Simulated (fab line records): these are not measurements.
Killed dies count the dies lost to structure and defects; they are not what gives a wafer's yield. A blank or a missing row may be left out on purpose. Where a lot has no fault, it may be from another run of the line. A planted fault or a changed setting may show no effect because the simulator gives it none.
Matching of chambers || flow sky130 || SKY_FIELD_ISO_CVD_24 on hdpcvd-01 has 3 sister chambers
The step deposits SiO2, target thk 595 nm, time 99.2 s. 3 wafers are shown with their chamber, then 9 later ones without.

WAFERS PAIRED WITH THEIR CHAMBERS
{"wafer": "L677.4", "chamber": 2, "pressure-mtorr (mTorr)": 5.994}
{"wafer": "L678.4", "chamber": 1, "pressure-mtorr (mTorr)": 6.048}
{"wafer": "L678.5", "chamber": 0, "pressure-mtorr (mTorr)": 5.992}

WAFERS WITH NO CHAMBER GIVEN
{"wafer": "L679.2", "pressure-mtorr (mTorr)": 6.010}
{"wafer": "L679.4", "pressure-mtorr (mTorr)": 5.990}
{"wafer": "L679.6", "pressure-mtorr (mTorr)": 6.001}
{"wafer": "L682.2", "pressure-mtorr (mTorr)": 5.989}
{"wafer": "L682.3", "pressure-mtorr (mTorr)": 6.002}
{"wafer": "L682.4", "pressure-mtorr (mTorr)": 6.009}
{"wafer": "L684.1", "pressure-mtorr (mTorr)": 6.001}
{"wafer": "L684.2", "pressure-mtorr (mTorr)": 5.981}
{"wafer": "L684.6", "pressure-mtorr (mTorr)": 5.976}

WHICH CHAMBER EACH WENT THROUGH
{"wafer": "L679.2", "from the rows above": "can't be placed: 2 or 0", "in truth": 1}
{"wafer": "L679.4", "from the rows above": "can't be placed: 0 or 2", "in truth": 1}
{"wafer": "L679.6", "from the rows above": "can't be placed: 2 or 0", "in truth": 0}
{"wafer": "L682.2", "from the rows above": "can't be placed: 0 or 2", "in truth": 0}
{"wafer": "L682.3", "from the rows above": "can't be placed: 2 or 0", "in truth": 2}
{"wafer": "L682.4", "from the rows above": "can't be placed: 2 or 0", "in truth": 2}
{"wafer": "L684.1", "from the rows above": "can't be placed: 2 or 0", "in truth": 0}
{"wafer": "L684.2", "from the rows above": "can't be placed: 0 or 2", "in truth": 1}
{"wafer": "L684.6", "from the rows above": "can't be placed: 0 or 2", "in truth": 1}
Correct placement for 0 of the 9. Unplaceable from these rows: 9, with the true chamber sitting among the candidates in 5. Placed wrongly: 0.
How it was worked out, from the rows above alone: a wafer's distance from a chamber is the root of the sum, over the readings, of the square of ((its reading less the chamber's mean) divided by the reading's scatter). If the next closest chamber is less than 2 further off than the closest, the wafer can't be placed; otherwise it belongs to the closest. Each chamber's mean is taken over the wafers shown for it. The scatter: root of mean squared gap, hidden wafer to nearest shown wafer, with one shown wafer a chamber.
